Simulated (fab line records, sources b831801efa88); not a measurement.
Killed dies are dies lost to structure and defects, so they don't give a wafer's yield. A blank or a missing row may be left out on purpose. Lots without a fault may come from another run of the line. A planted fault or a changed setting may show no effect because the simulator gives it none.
Which tool did it? | flow sfq_line | 13 lots, 39 wafers sampled, at 6 steps of a route of 325

WHAT THE GAUGES READ, wafer by wafer
SFQ_M8_RS_MEAS_949: measures by four-point-probe.
lot  | measured     | on            | M8_AU_RS (ohm/sq)
L299 | day 75 13:40 | film_metro-03 | 0.1551 0.1540 0.1579
L300 | day 75 14:52 | film_metro-04 | 0.1523 0.1566 0.1549
L301 | day 75 16:05 | film_metro-01 | 0.1550 0.1567 0.1568
L302 | day 75 18:29 | film_metro-03 | 0.1506 0.1532 0.1499
L303 | day 81 04:20 | film_metro-04 | 0.1507 0.1528 0.1493
L306 | day 84 19:18 | film_metro-03 | 0.1520 0.1559 0.1544
L309 | day 85 00:19 | film_metro-01 | 0.1533 0.1534 0.1510
L310 | day 85 05:53 | film_metro-03 | 0.1723 0.1544 0.1729
L313 | day 85 17:41 | film_metro-03 | 0.1523 0.1520 0.1505
L315 | day 85 22:40 | film_metro-03 | 0.1575 0.1537 0.1567
L317 | day 86 10:26 | film_metro-04 | 0.1497 0.1524 0.1495
L319 | day 87 03:19 | film_metro-04 | 0.1519 0.1528 0.1498
L321 | day 87 17:40 | film_metro-03 | 0.1523 0.1495 0.1509

SFQ_M8_THK_MEAS_950: measures by xrf.
lot  | measured     | on            | M8_AU_THK (nm)
L299 | day 75 13:47 | film_metro-03 | 179 180 175
L300 | day 75 14:59 | film_metro-04 | 183 178 179
L301 | day 75 16:11 | film_metro-01 | 179 177 177
L302 | day 75 18:35 | film_metro-03 | 184 180 185
L303 | day 81 04:27 | film_metro-04 | 183 180 185
L306 | day 84 19:25 | film_metro-03 | 183 179 180
L309 | day 85 00:25 | film_metro-01 | 180 180 184
L310 | day 85 06:01 | film_metro-03 | 162 181 161
L313 | day 85 17:48 | film_metro-03 | 184 183 186
L315 | day 85 22:47 | film_metro-03 | 178 181 178
L317 | day 86 10:32 | film_metro-04 | 185 181 185
L319 | day 87 03:25 | film_metro-04 | 182 181 184
L321 | day 87 17:47 | film_metro-03 | 182 186 184

WHICH TOOL RAN EACH LOT (tool, then ch and the chambers of the sampled wafers, then the start)
lot  | SFQ_TRILAYER_R5_STRIP_STRIP_140   | SFQ_TRILAYER_M6_STRIP_STRIP_163   | SFQ_TRILAYER_I6_DEP_PECVD_165   | SFQ_TRILAYER_M8_DEP_EVAP_196
L299 | rie_metal-02 ch 0,1, day 61 06:44 | rie_metal-03 ch 0,1, day 65 21:46 | pecvd-01 ch 0,2, day 65 22:33   | pvd_sputter-01, day 75 13:08
L300 | rie_metal-03 ch 0,1, day 61 12:44 | rie_metal-01 ch 0,1, day 66 02:34 | pecvd-04 ch 1,2, day 66 03:21   | pvd_sputter-02, day 75 14:20
L301 | rie_metal-01 ch 0,1, day 61 21:08 | rie_metal-04 ch 0,1, day 66 09:46 | pecvd-03 ch 0,1,2, day 66 10:33 | pvd_sputter-01, day 75 15:32
L302 | rie_metal-02 ch 0,1, day 62 01:56 | rie_metal-01 ch 0,1, day 66 13:22 | pecvd-04 ch 0,1, day 66 14:09   | pvd_sputter-02, day 75 17:56
L303 | rie_metal-02 ch 0,1, day 66 20:30 | rie_metal-03 ch 0,1, day 73 02:46 | pecvd-04 ch 0,1,2, day 73 03:32 | pvd_sputter-02, day 81 03:49
L306 | rie_metal-03 ch 0,1, day 68 16:46 | rie_metal-04 ch 0, day 79 20:05   | pecvd-03 ch 0,1, day 79 20:52   | pvd_sputter-01, day 84 18:46
L309 | rie_metal-01 ch 0,1, day 69 03:38 | rie_metal-01 ch 0,1, day 80 12:41 | pecvd-03 ch 0,1,2, day 80 13:17 | pvd_sputter-02, day 84 23:46
L310 | rie_metal-01 ch 0, day 69 05:50   | rie_metal-04 ch 1, day 80 21:04   | pecvd-03 ch 0,2, day 80 22:27   | pvd_sputter-01, day 85 05:23
L313 | rie_metal-02 ch 0,1, day 69 14:14 | rie_metal-03 ch 0,1, day 81 07:41 | pecvd-03 ch 1,2, day 81 08:28   | pvd_sputter-02, day 85 17:10
L315 | rie_metal-03 ch 0,1, day 69 22:52 | rie_metal-04 ch 0,1, day 81 19:41 | pecvd-04 ch 0,1, day 81 20:28   | pvd_sputter-02, day 85 22:08
L317 | rie_metal-02 ch 1, day 70 02:35   | rie_metal-03 ch 0,1, day 82 00:33 | pecvd-03 ch 0,2, day 82 01:31   | pvd_sputter-02, day 86 09:54
L319 | rie_metal-01 ch 0,1, day 71 02:08 | rie_metal-01 ch 0,1, day 82 10:32 | pecvd-04 ch 1,2, day 82 11:19   | pvd_sputter-02, day 87 02:46
L321 | rie_metal-02 ch 1, day 71 04:40   | rie_metal-04 ch 0, day 82 15:31   | pecvd-04 ch 1,2, day 82 16:53   | pvd_sputter-02, day 87 17:10
- SFQ_TRILAYER_R5_STRIP_STRIP_140: strips in O2.
- SFQ_TRILAYER_M6_STRIP_STRIP_163: strips in O2.
- SFQ_TRILAYER_I6_DEP_PECVD_165: deposits SiO2 from SiH4/N2O, time 111.11 s, target thk 500 nm.
- SFQ_TRILAYER_M8_DEP_EVAP_196: material Au, target thk 180 nm, time 900 s.

WHAT THE TOOLS THEMSELVES READ (means of the sampled wafers that have a number; where no wafer has one, the mark that the record gives instead)
SFQ_TRILAYER_R5_STRIP_STRIP_140.
lot  | tool         | drypump_motor_current_A (A) | oes_product_au (a.u.)
L299 | rie_metal-02 | 5.68                        | 0.996
L300 | rie_metal-03 | 5.94                        | 0.994
L301 | rie_metal-01 | 6.21                        | 1.010
L302 | rie_metal-02 | 5.67                        | 0.998
L303 | rie_metal-02 | 5.69                        | 0.997
L306 | rie_metal-03 | 5.94                        | 0.995
L309 | rie_metal-01 | 6.16                        | 1.009
L310 | rie_metal-01 | 6.09                        | 1.019
L313 | rie_metal-02 | 5.70                        | 1.004
L315 | rie_metal-03 | 5.95                        | 0.991
L317 | rie_metal-02 | 5.75                        | 0.988
L319 | rie_metal-01 | 6.18                        | 1.017
L321 | rie_metal-02 | 5.73                        | 0.985

SFQ_TRILAYER_M6_STRIP_STRIP_163.
lot  | tool         | drypump_motor_current_A (A) | oes_product_au (a.u.)
L299 | rie_metal-03 | 5.9                         | 0.988
L300 | rie_metal-01 | 6.2                         | 1.010
L301 | rie_metal-04 | 5.3                         | 1.001
L302 | rie_metal-01 | 6.2                         | 0.998
L303 | rie_metal-03 | 6.0                         | 0.991
L306 | rie_metal-04 | 5.0                         | 0.980
L309 | rie_metal-01 | 6.2                         | 1.011
L310 | rie_metal-04 | 5.8                         | 1.007
L313 | rie_metal-03 | 6.0                         | 0.976
L315 | rie_metal-04 | 5.5                         | 1.005
L317 | rie_metal-03 | 6.0                         | 0.985
L319 | rie_metal-01 | 6.2                         | 1.015
L321 | rie_metal-04 | 5.0                         | 0.996

SFQ_TRILAYER_I6_DEP_PECVD_165.
lot  | tool     | heater_power_w (W) | showerhead_vpp_V (V) | throttle_valve_pct (%)
L299 | pecvd-01 | 74                 | 788                  | 23.4
L300 | pecvd-04 | 77                 | 787                  | 26.3
L301 | pecvd-03 | 107                | 798                  | 25.5
L302 | pecvd-04 | 84                 | 773                  | 25.6
L303 | pecvd-04 | 83                 | 786                  | 23.5
L306 | pecvd-03 | 115                | 857                  | 25.8
L309 | pecvd-03 | 107                | 808                  | 25.4
L310 | pecvd-03 | 92                 | 767                  | 24.9
L313 | pecvd-03 | 121                | 855                  | 26.1
L315 | pecvd-04 | 86                 | 779                  | 23.4
L317 | pecvd-03 | 100                | 768                  | 25.3
L319 | pecvd-04 | 80                 | 767                  | 24.4
L321 | pecvd-04 | 82                 | 771                  | 24.2

THE ANSWER, worked out from the rows above alone
Rule: what is usual is taken from the lots themselves. Put in order of their means at a reading, lots are off if they are a third of the lots or fewer, leave a main group of 4 or more, and stand apart from it by a gap of 3 or more times the standard deviation of the main group's means; of several such gaps the widest counts. A main group whose means are all the same, to the digits that the tables above print for the reading, isn't used. A lot without any number at a reading at which 4 lots or more have one is off too. The other lots that the step has rows for count as sound. The gauges are gone through in route order, then the tools' own readings, and for those a lot's mean is taken as printed above. The first step at which some lot is off is used, and at that step the reading that is off furthest; a lot without a number counts as furthest.
Off: L310, at SFQ_M8_RS_MEAS_949 (M8_AU_RS). The main group: mean 0.1530 ohm/sq, standard deviation 0.0021.
A tool fits if, at a process step before that reading, it ran every lot that is off, and no sound lot after the first of them. The gauges at SFQ_M8_RS_MEAS_949 are tried like those tools. One fits: pvd_sputter-01 at SFQ_TRILAYER_M8_DEP_EVAP_196. Its last sound lot is L306 (day 84 18:46), its first lot that is off L310 (day 85 05:23): a fault that began between those two fits.

WHAT THE SIMULATOR HAD PUT IN
Process parameter drift: pvd_sputter-01, from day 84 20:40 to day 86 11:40, at SFQ_TRILAYER_M8_DEP_EVAP_196. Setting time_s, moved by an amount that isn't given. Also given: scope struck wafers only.
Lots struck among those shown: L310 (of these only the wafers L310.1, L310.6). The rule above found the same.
